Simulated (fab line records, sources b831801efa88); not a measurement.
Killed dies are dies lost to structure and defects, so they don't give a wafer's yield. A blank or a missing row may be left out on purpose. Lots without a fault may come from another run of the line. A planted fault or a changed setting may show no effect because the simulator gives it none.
Which tool did it? | flow sky130 | 6 lots, 16 wafers sampled, at 4 steps of a route of 708

WHAT THE GAUGES READ, wafer by wafer
SKY_PASSIVATION_THK_MEAS_03.
lot  | measured     | on            | PASSIVATION_CVD_02_THK (nm)
L577 | day 45 17:07 | film_metro-01 | 539 537 543
L580 | day 46 13:24 | film_metro-01 | 529 542 550
L583 | day 47 10:04 | film_metro-04 | 537 534 532
L585 | day 47 16:20 | film_metro-04 | 538 547 542
L589 | day 48 23:52 | film_metro-04 | 533 533 543
L593 | day 49 08:54 | film_metro-04 | 326 326

WHICH TOOL RAN EACH LOT (tool, then ch and the chambers of the sampled wafers, then the start)
lot  | SKY_METAL4_METAL_ETCH_18          | SKY_METAL5_SPUTTER_03        | SKY_PASSIVATION_CVD_02
L577 | rie_metal-03 ch 0,1, day 43 17:52 | pvd_sputter-01, day 44 18:43 | pecvd-01 ch 0,1, day 45 16:54
L580 | rie_metal-04 ch 0,1, day 44 15:20 | pvd_sputter-01, day 45 15:13 | pecvd-04 ch 0,2, day 46 13:10
L583 | rie_metal-03 ch 0,1, day 45 12:31 | pvd_sputter-02, day 46 13:04 | pecvd-02 ch 0,1,2, day 47 09:50
L585 | rie_metal-03 ch 0,1, day 45 21:26 | pvd_sputter-03, day 46 19:59 | pecvd-02 ch 0,2, day 47 16:05
L589 | rie_metal-04 ch 0,1, day 47 05:40 | pvd_sputter-01, day 48 04:03 | pecvd-01 ch 0,1, day 48 23:38
L593 | rie_metal-02 ch 0, day 47 15:44   | pvd_sputter-02, day 48 13:41 | pecvd-02 ch 0, day 49 08:45
- SKY_METAL4_METAL_ETCH_18: etches the open film in Cl2/BCl3, stops on SiO2, target depth 845 nm, time 183.1 s.
- SKY_METAL5_SPUTTER_03: material Ti, target thk 5 nm, time 3.3 s.
- SKY_PASSIVATION_CVD_02: deposits Si3N4, target thk 540 nm.

THE ANSWER, worked out from the rows above alone
Rule: what is usual is taken from the lots themselves. Put in order of their means at a reading, lots are off if they are a third of the lots or fewer, leave a main group of 4 or more, and stand apart from it by a gap of 3 or more times the standard deviation of the main group's means; of several such gaps the widest counts. A main group whose means are all the same, to the digits that the tables above print for the reading, isn't used. A lot without any number at a reading at which 4 lots or more have one is off too. The other lots that the step has rows for count as sound.
Off: L593, at SKY_PASSIVATION_THK_MEAS_03 (PASSIVATION_CVD_02_THK). The main group: mean 539 nm, standard deviation 2.9.
A tool fits if, at a process step before that reading, it ran every lot that is off, and no sound lot after the first of them. The gauges at SKY_PASSIVATION_THK_MEAS_03 are tried like those tools. Can't be told from this: 4 tools fit, rie_metal-02 at SKY_METAL4_METAL_ETCH_18, pvd_sputter-02 at SKY_METAL5_SPUTTER_03, pecvd-02 at SKY_PASSIVATION_CVD_02, film_metro-04 at SKY_PASSIVATION_THK_MEAS_03.

WHAT THE SIMULATOR HAD PUT IN
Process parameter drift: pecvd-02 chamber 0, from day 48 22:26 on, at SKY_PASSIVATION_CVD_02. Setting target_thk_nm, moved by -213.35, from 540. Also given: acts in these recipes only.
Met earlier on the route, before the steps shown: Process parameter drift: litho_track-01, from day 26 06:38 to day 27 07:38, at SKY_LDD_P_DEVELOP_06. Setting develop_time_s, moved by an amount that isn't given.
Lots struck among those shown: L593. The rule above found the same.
